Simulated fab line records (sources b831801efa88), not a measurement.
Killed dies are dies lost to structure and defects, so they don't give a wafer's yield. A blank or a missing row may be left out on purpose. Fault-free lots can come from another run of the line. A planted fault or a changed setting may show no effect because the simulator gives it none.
Which tool did it? | flow sky130 | 15 lots, 45 wafers sampled, at 6 steps of a route of 708

== WHAT THE GAUGES READ, wafer by wafer ==
SKY_VT_ADJUST_LVTN_TW_MEAS_21. Usual: VT_ADJUST_LVTN_2_TW typically reads 189.3, with standard deviation 1.3.
lot  | measured     | on           | VT_ADJUST_LVTN_2_TW | flag
L493 | day 7 11:53  | filmMetro-01 | 190.4 189.5 189.8   | 
L495 | day 9 03:08  | filmMetro-04 | 190.4 190.9 190.3   | 
L498 | day 9 17:04  | filmMetro-04 | 188.4 190.8 189.1   | 
L497 | day 9 19:09  | filmMetro-04 | 189.5 190.3 190.3   | 
L499 | day 9 22:20  | filmMetro-01 | 188.6 189.1 189.5   | 
L500 | day 9 23:10  | filmMetro-02 | 186.7 186.5 186.5   | 
L501 | day 10 03:23 | filmMetro-02 | 187.9 188.7 188.9   | 
L502 | day 10 05:20 | filmMetro-04 | 191.3 190.0 190.8   | 
L504 | day 10 18:25 | filmMetro-02 | 190.0 188.3 189.0   | 
L509 | day 12 02:57 | filmMetro-04 | 30.5 30.2 30.3      | OFF
L510 | day 12 10:44 | filmMetro-02 | 30.1 30.1 29.6      | OFF
L511 | day 13 13:47 | filmMetro-02 | 30.0 30.0 29.8      | OFF
L512 | day 13 21:52 | filmMetro-02 | 187.2 187.1 188.1   | 
L515 | day 14 01:38 | filmMetro-02 | 188.0 187.5 187.9   | 
L516 | day 14 11:50 | filmMetro-04 | 190.9 191.8 191.2   | 

SKY_VT_ADJUST_NCORE_OVL_MEAS_08. Usual: VT_ADJUST_NCORE_OVL typically reads -0.8 nm, with standard deviation 1.4.
lot  | measured     | on         | VT_ADJUST_NCORE_OVL (nm) | flag
L493 | day 8 07:39  | overlay-01 | 0.5 -0.3 -0.6            | 
L495 | day 10 00:10 | overlay-01 | -1.4 -2.7 -3.5           | 
L498 | day 10 15:51 | overlay-01 | -1.9 -1.5 -0.1           | 
L497 | day 10 17:28 | overlay-01 | -1.7 -1.7 -1.9           | 
L499 | day 10 20:55 | overlay-02 | -2.1 0.3 -0.3            | 
L500 | day 10 21:45 | overlay-01 | 0.9 -0.2 -0.3            | 
L501 | day 11 02:37 | overlay-01 | -0.9 1.6 0.5             | 
L502 | day 11 03:55 | overlay-02 | 0.5 0.9 0.3              | 
L504 | day 11 17:16 | overlay-02 | -0.2 -1.3 -1.6           | 
L509 | day 13 03:47 | overlay-01 | -2.5 0.5 -1.7            | 
L510 | day 13 12:10 | overlay-02 | -0.7 -1.6 0.2            | 
L511 | day 14 16:14 | overlay-01 | -1.6 -1.5 -2.6           | 
L512 | day 15 00:03 | overlay-01 | -0.9 -0.9 -0.6           | 
L515 | day 15 04:08 | overlay-01 | 0.2 1.4 0.1              | 
L516 | day 15 14:27 | overlay-01 | 1.2 1.9 2.4              | 

SKY_SONOS_TUNNEL_OVL_MEAS_08. Usual: SONOS_TUNNEL_OVL typically reads 0.0 nm, with standard deviation 1.4.
lot  | measured     | on         | SONOS_TUNNEL_OVL (nm) | flag
L493 | day 11 01:51 | overlay-01 | -0.1 0.7 -0.7         | 
L495 | day 12 22:25 | overlay-02 | -0.2 0.6 -0.7         | 
L498 | day 13 17:00 | overlay-02 | -0.5 -0.8 0.3         | 
L497 | day 13 19:55 | overlay-02 | -0.6 1.0 -1.0         | 
L499 | day 13 22:48 | overlay-01 | 1.2 1.5 1.2           | 
L500 | day 14 00:12 | overlay-01 | -1.0 -0.3 -0.5        | 
L501 | day 14 05:24 | overlay-01 | -1.5 0.8 -0.5         | 
L502 | day 14 06:57 | overlay-02 | -0.4 0.0 0.1          | 
L504 | day 14 22:12 | overlay-02 | -0.9 -1.0 -1.8        | 
L509 | day 16 12:27 | overlay-02 | 1.5 1.0 1.6           | 
L510 | day 16 20:17 | overlay-01 | 0.1 1.9 1.4           | 
L511 | day 18 02:43 | overlay-02 | 2.5 1.5 2.9           | 
L512 | day 18 10:15 | overlay-02 | -0.9 1.0 0.7          | 
L515 | day 18 15:37 | overlay-01 | -1.4 0.0 -0.5         | 
L516 | day 19 03:43 | overlay-02 | 2.2 -0.4 1.1          | 

SKY_GATE_OXIDE_THK_MEAS_02. Usual: GATE_OXIDE_OXIDATION_00_THK typically reads 10.24 nm, with standard deviation 0.19.
lot  | measured     | on           | GATE_OXIDE_OXIDATION_00_THK (nm) | flag
L493 | day 12 08:53 | filmMetro-04 | 10.33 10.29 10.27                | 
L495 | day 14 07:25 | filmMetro-03 | 9.74 9.99 10.07                  | 
L498 | day 15 04:28 | filmMetro-03 | 10.23 10.06 10.10                | 
L497 | day 15 07:24 | filmMetro-02 | 10.48 10.26 10.25                | 
L499 | day 15 11:20 | filmMetro-02 | 10.29 10.12 10.30                | 
L500 | day 15 11:20 | filmMetro-03 | 10.18 10.15 10.13                | 
L501 | day 15 18:11 | filmMetro-02 | 10.50 10.62 10.44                | 
L502 | day 15 18:10 | filmMetro-03 | 10.45 10.49 10.30                | 
L504 | day 16 11:05 | filmMetro-04 | 10.36 10.24 10.22                | 
L509 | day 18 01:34 | filmMetro-04 | 10.15 10.11 10.02                | 
L510 | day 18 11:35 | filmMetro-02 | 10.11 9.94 10.07                 | 
L511 | day 19 16:46 | filmMetro-03 | 10.23 10.19 10.06                | 
L512 | day 20 01:29 | filmMetro-02 | 10.31 10.44 10.45                | 
L515 | day 20 10:03 | filmMetro-02 | 10.44 10.28 10.34                | 
L516 | day 20 17:02 | filmMetro-04 | 10.34 10.24 10.43                | 

== WHICH TOOL RAN EACH LOT (tool, then ch and the chambers of the sampled wafers, then the start) ==
lot  | SKY_VT_ADJUST_LVTN_STRIP_09         | SKY_VT_ADJUST_LVTN_STRIP_20
L493 | plasmaAsher-03 ch 0, day 6 16:46    | plasmaAsher-01 ch 0,1, day 7 11:47
L495 | plasmaAsher-01 ch 0,1, day 8 06:35  | plasmaAsher-01 ch 0,1, day 9 03:01
L498 | plasmaAsher-03 ch 0,1, day 8 19:22  | plasmaAsher-02 ch 0,1, day 9 16:58
L497 | plasmaAsher-01 ch 0,1, day 8 21:39  | plasmaAsher-01 ch 0,1, day 9 19:04
L499 | plasmaAsher-02 ch 0,1, day 9 01:04  | plasmaAsher-02 ch 0,1, day 9 22:14
L500 | plasmaAsher-02 ch 0,1, day 9 01:41  | plasmaAsher-01 ch 0,1, day 9 23:04
L501 | plasmaAsher-03 ch 0,1, day 9 05:13  | plasmaAsher-02 ch 1, day 10 03:16
L502 | plasmaAsher-02 ch 0,1, day 9 07:02  | plasmaAsher-03 ch 0,1, day 10 05:14
L504 | plasmaAsher-01 ch 0,1, day 9 19:43  | plasmaAsher-01 ch 0,1, day 10 18:19
L509 | plasmaAsher-03 ch 0,1, day 11 03:42 | plasmaAsher-01 ch 0,1, day 12 02:51
L510 | plasmaAsher-03 ch 0,1, day 11 10:46 | plasmaAsher-03 ch 0,1, day 12 10:38
L511 | plasmaAsher-01 ch 0,1, day 12 12:51 | plasmaAsher-02 ch 0,1, day 13 13:42
L512 | plasmaAsher-01 ch 0,1, day 12 19:59 | plasmaAsher-03 ch 0,1, day 13 21:46
L515 | plasmaAsher-03 ch 0,1, day 13 00:09 | plasmaAsher-02 ch 0,1, day 14 01:33
L516 | plasmaAsher-01 ch 0,1, day 13 09:52 | plasmaAsher-03 ch 0,1, day 14 11:43
- SKY_VT_ADJUST_LVTN_STRIP_09: strips in O2/N2.
- SKY_VT_ADJUST_LVTN_STRIP_20: strips in O2/N2.

== WHAT THE TOOLS THEMSELVES READ (means of the sampled wafers that have a number; where no wafer has one, the mark that the record gives instead) ==
SKY_VT_ADJUST_LVTN_STRIP_09. Usual: chamberPressureMTorr 1499.9 mTorr, standard deviation 1.4; drypumpMotorCurrentA 5.80 A, standard deviation 0.3; oesProductAu 0.722 a.u., standard deviation 0.0043; stripTimeToEndpointS 36.96 s, standard deviation 0.086.
lot  | tool           | chamberPressureMTorr (mTorr) | drypumpMotorCurrentA (A) | oesProductAu (a.u.) | stripTimeToEndpointS (s) | flag
L493 | plasmaAsher-03 | 1500.5                       | 6.21                     | 0.718               | 36.87                    | 
L495 | plasmaAsher-01 | 1500.2                       | 5.69                     | 0.722               | 36.99                    | 
L498 | plasmaAsher-03 | 1500.0                       | 5.95                     | 0.724               | 37.01                    | 
L497 | plasmaAsher-01 | 1499.5                       | 5.77                     | 0.720               | 36.88                    | 
L499 | plasmaAsher-02 | 1499.4                       | 5.38                     | 0.722               | 36.92                    | 
L500 | plasmaAsher-02 | 1500.9                       | 5.37                     | 0.721               | 36.95                    | 
L501 | plasmaAsher-03 | 1502.0                       | 6.06                     | 0.718               | 37.00                    | 
L502 | plasmaAsher-02 | 1500.8                       | 5.37                     | 0.724               | 36.89                    | 
L504 | plasmaAsher-01 | 1498.9                       | 5.67                     | 0.727               | 36.94                    | 
L509 | plasmaAsher-03 | -                            | -                        | -                   | -                        | OFF
L510 | plasmaAsher-03 | -                            | -                        | -                   | -                        | OFF
L511 | plasmaAsher-01 | -                            | -                        | -                   | -                        | OFF
L512 | plasmaAsher-01 | 1500.2                       | 5.69                     | 0.724               | 37.11                    | 
L515 | plasmaAsher-03 | 1498.5                       | 6.07                     | 0.724               | 37.09                    | 
L516 | plasmaAsher-01 | 1500.5                       | 5.77                     | 0.720               | 36.88                    | 

SKY_VT_ADJUST_LVTN_STRIP_20. Usual: chamberPressureMTorr 1500.0 mTorr, standard deviation 1.4; drypumpMotorCurrentA 5.7 A, standard deviation 0.34; oesProductAu 0.716 a.u., standard deviation 0.0046; stripTimeToEndpointS 14.18 s, standard deviation 0.04.
lot  | tool           | chamberPressureMTorr (mTorr) | drypumpMotorCurrentA (A) | oesProductAu (a.u.) | stripTimeToEndpointS (s) | flag
L493 | plasmaAsher-01 | 1500.9                       | 5.7                      | 0.720               | 14.20                    | 
L495 | plasmaAsher-01 | 1500.8                       | 5.7                      | 0.716               | 14.13                    | 
L498 | plasmaAsher-02 | 1499.1                       | 5.6                      | 0.718               | 14.22                    | 
L497 | plasmaAsher-01 | 1500.1                       | 5.8                      | 0.713               | 14.22                    | 
L499 | plasmaAsher-02 | 1499.9                       | 5.6                      | 0.716               | 14.18                    | 
L500 | plasmaAsher-01 | 1500.6                       | 5.7                      | 0.716               | 14.19                    | 
L501 | plasmaAsher-02 | 1501.5                       | 5.9                      | 0.714               | 14.17                    | 
L502 | plasmaAsher-03 | 1499.6                       | 6.1                      | 0.717               | 14.16                    | 
L504 | plasmaAsher-01 | 1499.5                       | 5.7                      | 0.713               | 14.19                    | 
L509 | plasmaAsher-01 | 1499.7                       | 5.8                      | 0.730               | 58.78                    | OFF
L510 | plasmaAsher-03 | 1501.3                       | 6.1                      | 0.732               | 58.79                    | OFF
L511 | plasmaAsher-02 | 1499.6                       | 5.4                      | 0.733               | 58.77                    | OFF
L512 | plasmaAsher-03 | 1499.1                       | 5.9                      | 0.717               | 14.14                    | 
L515 | plasmaAsher-02 | 1499.1                       | 5.6                      | 0.716               | 14.13                    | 
L516 | plasmaAsher-03 | 1500.7                       | 6.1                      | 0.716               | 14.23                    | 

== THE ANSWER, worked out from the rows above alone ==
Rule: a lot counts as off when the mean over its wafers that have a number is more than 3 standard deviations away from the usual mean. A lot without any number at a reading at which 4 lots or more have one is off too. Any other lot the step has rows for is counted as sound. Order of review: gauges by route order, followed by the tools' own readings, for which a lot's mean as printed above is used. The first step at which some lot is off is used, and at that step the reading that is off furthest; a lot without a number counts as furthest.
Off: at SKY_VT_ADJUST_LVTN_TW_MEAS_21 (VT_ADJUST_LVTN_2_TW), L509, L510, L511.
A tool fits if, at a process step before that reading, it ran every lot that is off, and no sound lot after the first of them. Not tried: the gauges at SKY_VT_ADJUST_LVTN_TW_MEAS_21; whatever is off there is also off at SKY_VT_ADJUST_LVTN_STRIP_09, on other tools, and gauge error can't account for it. Of those tried, none fits.

== WHAT THE SIMULATOR HAD INSERTED ==
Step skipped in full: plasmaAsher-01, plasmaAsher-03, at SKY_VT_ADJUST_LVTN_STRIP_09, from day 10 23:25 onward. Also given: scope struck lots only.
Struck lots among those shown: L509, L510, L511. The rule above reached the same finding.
